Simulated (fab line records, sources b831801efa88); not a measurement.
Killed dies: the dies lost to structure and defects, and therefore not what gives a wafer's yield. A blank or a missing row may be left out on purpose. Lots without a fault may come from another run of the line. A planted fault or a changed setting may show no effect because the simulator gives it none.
Which tool did it?	flow gf180mcu	Sampling: 6 lots, 18 wafers, 3 of 602 route steps

WHAT EACH GAUGE READ, for each wafer
GF_MVPSD_TW_MEAS_11.
lot	measured	on	MVPSD_TW
L508	day 5 08:14	film-metro-04	547 543 545
L510	day 5 21:41	film-metro-01	560 556 559
L519	day 8 02:14	film-metro-04	752 750 758
L522	day 8 18:35	film-metro-03	553 553 551
L526	day 9 17:29	film-metro-03	557 556 561
L530	day 10 19:25	film-metro-03	557 557 555

WHAT TOOL EACH LOT RAN ON (gives the tool, then ch and the chambers of the sampled wafers, and finally the start)
lot	GF_DNWELL_STRIP_08	GF_MVPSD_IMPLANT_09
L508	plasma-asher-03 ch 0,1, day 3 00:56	implanter-03 ch 0, day 5 07:59
L510	plasma-asher-02 ch 0,1, day 3 12:09	implanter-01 ch 0, day 5 21:26
L519	plasma-asher-02 ch 0,1, day 5 12:00	implanter-02 ch 0, day 8 01:59
L522	plasma-asher-01 ch 0,1, day 6 03:16	implanter-01 ch 0, day 8 18:20
L526	plasma-asher-01 ch 0,1, day 6 23:13	implanter-03 ch 0, day 9 17:14
L530	plasma-asher-02 ch 0,1, day 7 20:48	implanter-03 ch 0, day 10 19:11
- GF_DNWELL_STRIP_08: strips in O2/N2.
- GF_MVPSD_IMPLANT_09

THE ANSWER, worked out from the rows above alone
Rule: the usual values come from the lots themselves. Put in order of their means at a reading, lots are off if they are a third of the lots or fewer, leave a main group of 4 or more, and stand apart from it by a gap of 3 or more times the standard deviation of the main group's means; of several such gaps the widest counts. A main group is skipped when, at the precision printed for the reading in the tables above, its means are all equal. Also off: a lot with no number at a reading for which 4 or more lots have one. Any other lot the step has rows for is counted as sound.
Off: L519, at GF_MVPSD_TW_MEAS_11 (MVPSD_TW). For the main group the mean is 554 and the standard deviation 5.
A tool fits if, at a process step before that reading, it ran every lot that is off, and no sound lot after the first of them. Those tools and the gauges at GF_MVPSD_TW_MEAS_11 are tried in the same way. 2 tools fit, implanter-02 at GF_MVPSD_IMPLANT_09 and film-metro-04 at GF_MVPSD_TW_MEAS_11, so this cannot tell which one it is.

WHAT HAD BEEN PUT IN BY THE SIMULATOR
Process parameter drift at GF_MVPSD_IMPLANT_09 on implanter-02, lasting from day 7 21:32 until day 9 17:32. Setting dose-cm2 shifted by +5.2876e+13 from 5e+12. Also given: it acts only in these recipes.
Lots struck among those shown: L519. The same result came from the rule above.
